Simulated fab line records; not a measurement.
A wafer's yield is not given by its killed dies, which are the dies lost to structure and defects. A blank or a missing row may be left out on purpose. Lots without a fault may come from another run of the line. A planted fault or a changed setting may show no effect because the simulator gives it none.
What tool caused it?    flow sky130    11 lots with 33 wafers sampled at 5 steps, on a route of 708 steps

== WHAT THE GAUGES SHOWED, per wafer ==
SKY_CONTACT_THK_MEAS_03.
lot   measured      on             CONTACT_HDPCVD_THK (nm)
L188  day 30 22:27  film-metro-03  564 566 564
L190  day 31 23:12  film-metro-01  570 562 569
L191  day 32 03:13  film-metro-04  566 562 555
L192  day 32 15:31  film-metro-03  567 569 565
L193  day 32 22:38  film-metro-01  556 559 557
L195  day 34 00:07  film-metro-01  564 566 562
L197  day 34 08:40  film-metro-04  563 566 571
L202  day 35 17:26  film-metro-03  668 557 669
L204  day 36 12:46  film-metro-04  680 566 566
L209  day 37 14:49  film-metro-03  562 566 567
L208  day 37 17:01  film-metro-03  567 569 571

== EACH LOT AND THE TOOL THAT RAN IT (in order: tool; ch and the chambers of the sampled wafers; start) ==
lot   SKY_LI_CONTACT_STRIP_16               SKY_LI_CONTACT_SPUTTER_19     SKY_LOCAL_INTERCONNECT_STRIP_15       SKY_CONTACT_HDPCVD_02
L188  plasma-asher-04 ch 0,1, day 29 16:40  pvd-sputter-04, day 29 16:58  plasma-asher-03 ch 0,1, day 30 21:40  hdpcvd-01 ch 0,1,2, day 30 22:23
L190  plasma-asher-02 ch 0,1, day 30 17:16  pvd-sputter-03, day 30 17:34  plasma-asher-03 ch 0,1, day 31 22:26  hdpcvd-01 ch 0,2, day 31 23:08
L191  plasma-asher-04 ch 0,1, day 30 21:03  pvd-sputter-04, day 30 21:21  plasma-asher-02 ch 0,1, day 32 02:27  hdpcvd-02 ch 0,2, day 32 03:09
L192  plasma-asher-04 ch 0,1, day 31 08:20  pvd-sputter-01, day 31 08:36  plasma-asher-03 ch 0,1, day 32 14:20  hdpcvd-02 ch 1,2, day 32 15:25
L193  plasma-asher-04 ch 0,1, day 31 16:39  pvd-sputter-03, day 31 16:57  plasma-asher-02 ch 0,1, day 32 21:53  hdpcvd-02 ch 0,1, day 32 22:35
L195  plasma-asher-04 ch 1, day 32 20:06    pvd-sputter-03, day 32 20:24  plasma-asher-01 ch 1, day 33 23:20    hdpcvd-02 ch 0,1, day 34 00:02
L197  plasma-asher-02 ch 0,1, day 33 04:30  pvd-sputter-03, day 33 04:48  plasma-asher-02 ch 0,1, day 34 07:55  hdpcvd-01 ch 0,1,2, day 34 08:36
L202  plasma-asher-02 ch 0,1, day 34 13:00  pvd-sputter-03, day 34 13:18  plasma-asher-03 ch 0,1, day 35 16:36  hdpcvd-02 ch 1,2, day 35 17:20
L204  plasma-asher-01 ch 0,1, day 35 08:39  pvd-sputter-01, day 35 08:55  plasma-asher-01 ch 0,1, day 36 11:58  hdpcvd-02 ch 0,1,2, day 36 12:42
L209  plasma-asher-01 ch 0,1, day 36 11:18  pvd-sputter-01, day 36 11:36  plasma-asher-01 ch 0, day 37 14:04    hdpcvd-01 ch 0,1,2, day 37 14:45
L208  plasma-asher-02 ch 0,1, day 36 13:06  pvd-sputter-01, day 36 13:24  plasma-asher-03 ch 0,1, day 37 16:14  hdpcvd-01 ch 0,1,2, day 37 16:56
- SKY_LI_CONTACT_STRIP_16: strips in O2/N2.
- SKY_LI_CONTACT_SPUTTER_19: material Ti, target thk 20 nm, time 106.37 s.
- SKY_LOCAL_INTERCONNECT_STRIP_15: strips in O2/N2.
- SKY_CONTACT_HDPCVD_02: deposits SiO2, target thk 565 nm, time 94.2 s.

== THE ANSWER, worked out from the rows above alone ==
Rule: the lots themselves supply what counts as usual. The widest of any qualifying gaps counts: lots, ordered by their means at a reading, are off when they make up no more than a third of the lots, leave a main group of 4 or more, and stand apart from it by 3 or more times the standard deviation of that group's means. The tables above print the reading to a certain number of digits; a main group whose means all agree to those digits is not used. A lot without any number at a reading at which 4 lots or more have one is off too. Where the step has rows for the other lots, those lots are counted as sound.
Off: L202, L204, at SKY_CONTACT_THK_MEAS_03 (CONTACT_HDPCVD_THK). Main group: mean 565 nm, sd 3.4.
If a tool, at a process step before that reading, ran all the lots that are off and no sound lot after the first of them, it fits. Gauges at SKY_CONTACT_THK_MEAS_03: tried the same way as those tools. One candidate fits, namely hdpcvd-02 at SKY_CONTACT_HDPCVD_02. Its last sound lot is L195 (day 34 00:02), its first lot that is off L202 (day 35 17:20): a fault that began between those two fits.

== WHAT WAS PUT IN BY THE SIMULATOR ==
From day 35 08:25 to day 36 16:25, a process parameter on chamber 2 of hdpcvd-02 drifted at SKY_CONTACT_HDPCVD_02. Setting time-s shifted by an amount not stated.
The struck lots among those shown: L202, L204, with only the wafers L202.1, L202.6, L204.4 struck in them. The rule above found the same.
